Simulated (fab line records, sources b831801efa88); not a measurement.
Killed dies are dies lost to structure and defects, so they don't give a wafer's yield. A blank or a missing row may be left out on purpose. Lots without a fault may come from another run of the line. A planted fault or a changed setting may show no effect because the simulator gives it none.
Which tool did it? | flow sfq_line | 10 lots, 30 wafers sampled, at 5 steps of a route of 325

WHAT THE GAUGES READ, wafer by wafer
SFQ_M1_RS_MEAS_909: measures by four-point-probe.
lot  | measured     | on            | M1_NB_RS (ohm/sq)
L395 | day 10 07:01 | film_metro-04 | 0.901 0.888 0.898
L396 | day 10 13:00 | film_metro-04 | 0.874 0.882 0.886
L397 | day 10 19:02 | film_metro-04 | 0.902 0.913 0.905
L398 | day 11 03:25 | film_metro-04 | 0.896 0.884 0.896
L399 | day 11 08:13 | film_metro-01 | 0.874 0.874 0.878
L400 | day 11 10:37 | film_metro-04 | 0.884 0.880 0.886
L410 | day 15 02:43 | film_metro-01 | 0.733 0.892 0.739
L411 | day 15 08:48 | film_metro-01 | 0.737 0.737 0.898
L413 | day 15 21:41 | film_metro-01 | 0.885 0.879 0.879
L415 | day 16 12:07 | film_metro-02 | 0.900 0.912 0.912

WHICH TOOL RAN EACH LOT (tool, then ch and the chambers of the sampled wafers, then the start)
lot  | SFQ_TRILAYER_L0_STRIP_STRIP_009  | SFQ_TRILAYER_M0_DEP_SPUTTER_019 | SFQ_TRILAYER_M0_BARC_OPEN_METAL_ETCH_031 | SFQ_TRILAYER_M1_DEP_SPUTTER_037
L395 | rie_metal-02 ch 0,1, day 2 09:00 | pvd_sputter-05, day 5 08:35     | rie_metal-04 ch 0,1, day 5 20:56         | pvd_sputter-03, day 10 06:55
L396 | rie_metal-01 ch 0,1, day 2 13:48 | pvd_sputter-03, day 5 12:11     | rie_metal-01 ch 0,1, day 6 02:56         | pvd_sputter-04, day 10 12:55
L397 | rie_metal-02 ch 0,1, day 2 18:48 | pvd_sputter-03, day 5 18:11     | rie_metal-03 ch 0,1, day 6 08:57         | pvd_sputter-03, day 10 18:55
L398 | rie_metal-04 ch 0,1, day 2 23:24 | pvd_sputter-05, day 6 01:23     | rie_metal-04 ch 0, day 6 13:45           | pvd_sputter-03, day 11 03:19
L399 | rie_metal-01 ch 0, day 3 03:06   | pvd_sputter-03, day 6 06:11     | rie_metal-03 ch 0,1, day 6 19:44         | pvd_sputter-03, day 11 08:08
L400 | rie_metal-01 ch 0, day 3 08:11   | pvd_sputter-03, day 6 12:11     | rie_metal-04 ch 0, day 7 01:32           | pvd_sputter-04, day 11 10:32
L410 | rie_metal-04 ch 0,1, day 5 07:48 | pvd_sputter-06, day 8 17:32     | rie_metal-04 ch 0, day 9 21:32           | pvd_sputter-03, day 15 02:38
L411 | rie_metal-02 ch 0,1, day 5 12:36 | pvd_sputter-03, day 8 22:20     | rie_metal-03 ch 1, day 10 01:08          | pvd_sputter-03, day 15 08:43
L413 | rie_metal-01 ch 0,1, day 5 19:48 | pvd_sputter-03, day 9 06:44     | rie_metal-04 ch 0,1, day 10 11:56        | pvd_sputter-04, day 15 21:36
L415 | rie_metal-01 ch 0,1, day 6 06:36 | pvd_sputter-03, day 9 22:26     | rie_metal-04 ch 0,1, day 10 22:44        | pvd_sputter-06, day 16 12:00
- SFQ_TRILAYER_L0_STRIP_STRIP_009: strips in O2.
- SFQ_TRILAYER_M0_DEP_SPUTTER_019: material Nb, target thk 200 nm, time 133.3 s.
- SFQ_TRILAYER_M0_BARC_OPEN_METAL_ETCH_031: etches BARC in O2, target depth 125 nm, time 41.7 s.
- SFQ_TRILAYER_M1_DEP_SPUTTER_037: material Nb, target thk 200 nm, time 133.3 s.

WHAT THE TOOLS THEMSELVES READ (means of the sampled wafers that have a number; where no wafer has one, the mark that the record gives instead)
SFQ_TRILAYER_L0_STRIP_STRIP_009.
lot  | tool         | chamber_pressure_mTorr (mTorr) | drypump_motor_current_A (A) | oes_product_au (a.u.)
L395 | rie_metal-02 | 50.04                          | 5.1                         | 1.004
L396 | rie_metal-01 | 49.97                          | 5.5                         | 0.999
L397 | rie_metal-02 | 50.06                          | 5.1                         | 1.006
L398 | rie_metal-04 | 50.05                          | 5.4                         | 0.995
L399 | rie_metal-01 | 49.99                          | 5.9                         | 1.002
L400 | rie_metal-01 | 50.07                          | 5.8                         | 1.000
L410 | rie_metal-04 | 49.98                          | 5.4                         | 0.999
L411 | rie_metal-02 | 50.00                          | 5.5                         | 1.013
L413 | rie_metal-01 | 50.02                          | 5.3                         | 1.009
L415 | rie_metal-01 | 49.96                          | 5.5                         | 1.015

SFQ_TRILAYER_M0_DEP_SPUTTER_019.
lot  | tool           | throttle_valve_pct (%)
L395 | pvd_sputter-05 | 29.1
L396 | pvd_sputter-03 | 29.0
L397 | pvd_sputter-03 | 29.1
L398 | pvd_sputter-05 | 30.0
L399 | pvd_sputter-03 | 29.7
L400 | pvd_sputter-03 | 29.6
L410 | pvd_sputter-06 | 29.2
L411 | pvd_sputter-03 | 29.2
L413 | pvd_sputter-03 | 29.2
L415 | pvd_sputter-03 | 29.6

SFQ_TRILAYER_M0_BARC_OPEN_METAL_ETCH_031.
lot  | tool         | chamber_pressure_mTorr (mTorr) | drypump_motor_current_A (A) | oes_product_au (a.u.)
L395 | rie_metal-04 | 9.989                          | 5.8                         | 0.683
L396 | rie_metal-01 | 10.001                         | 5.3                         | 0.691
L397 | rie_metal-03 | 9.995                          | 5.2                         | 0.685
L398 | rie_metal-04 | 10.005                         | 5.0                         | 0.683
L399 | rie_metal-03 | 9.998                          | 5.4                         | 0.681
L400 | rie_metal-04 | 10.010                         | 5.0                         | 0.684
L410 | rie_metal-04 | 10.001                         | 5.0                         | 0.683
L411 | rie_metal-03 | 10.002                         | 4.9                         | 0.684
L413 | rie_metal-04 | 9.996                          | 5.8                         | 0.689
L415 | rie_metal-04 | 9.995                          | 5.4                         | 0.685

SFQ_TRILAYER_M1_DEP_SPUTTER_037.
lot  | tool           | throttle_valve_pct (%)
L395 | pvd_sputter-03 | 29.2
L396 | pvd_sputter-04 | 29.4
L397 | pvd_sputter-03 | 29.9
L398 | pvd_sputter-03 | 29.4
L399 | pvd_sputter-03 | 29.0
L400 | pvd_sputter-04 | 28.1
L410 | pvd_sputter-03 | 29.1
L411 | pvd_sputter-03 | 28.8
L413 | pvd_sputter-04 | 29.1
L415 | pvd_sputter-06 | 29.2

THE ANSWER, worked out from the rows above alone
Rule: what is usual is taken from the lots themselves. Put in order of their means at a reading, lots are off if they are a third of the lots or fewer, leave a main group of 4 or more, and stand apart from it by a gap of 3 or more times the standard deviation of the main group's means; of several such gaps the widest counts. A main group whose means are all the same, to the digits that the tables above print for the reading, isn't used. A lot without any number at a reading at which 4 lots or more have one is off too. The other lots that the step has rows for count as sound. The gauges are gone through in route order, then the tools' own readings, and for those a lot's mean is taken as printed above. The first step at which some lot is off is used, and at that step the reading that is off furthest; a lot without a number counts as furthest.
Off: L410, L411, at SFQ_M1_RS_MEAS_909 (M1_NB_RS). The main group: mean 0.890 ohm/sq, standard deviation 0.012.
A tool fits if, at a process step before that reading, it ran every lot that is off, and no sound lot after the first of them. The gauges at SFQ_M1_RS_MEAS_909 are tried like those tools. One fits: pvd_sputter-03 at SFQ_TRILAYER_M1_DEP_SPUTTER_037. Its last sound lot is L399 (day 11 08:08), its first lot that is off L410 (day 15 02:38): a fault that began between those two fits.

WHAT THE SIMULATOR HAD PUT IN
Process parameter drift: pvd_sputter-03, from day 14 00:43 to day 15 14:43, at SFQ_TRILAYER_M1_DEP_SPUTTER_037. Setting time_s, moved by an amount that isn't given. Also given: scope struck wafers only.
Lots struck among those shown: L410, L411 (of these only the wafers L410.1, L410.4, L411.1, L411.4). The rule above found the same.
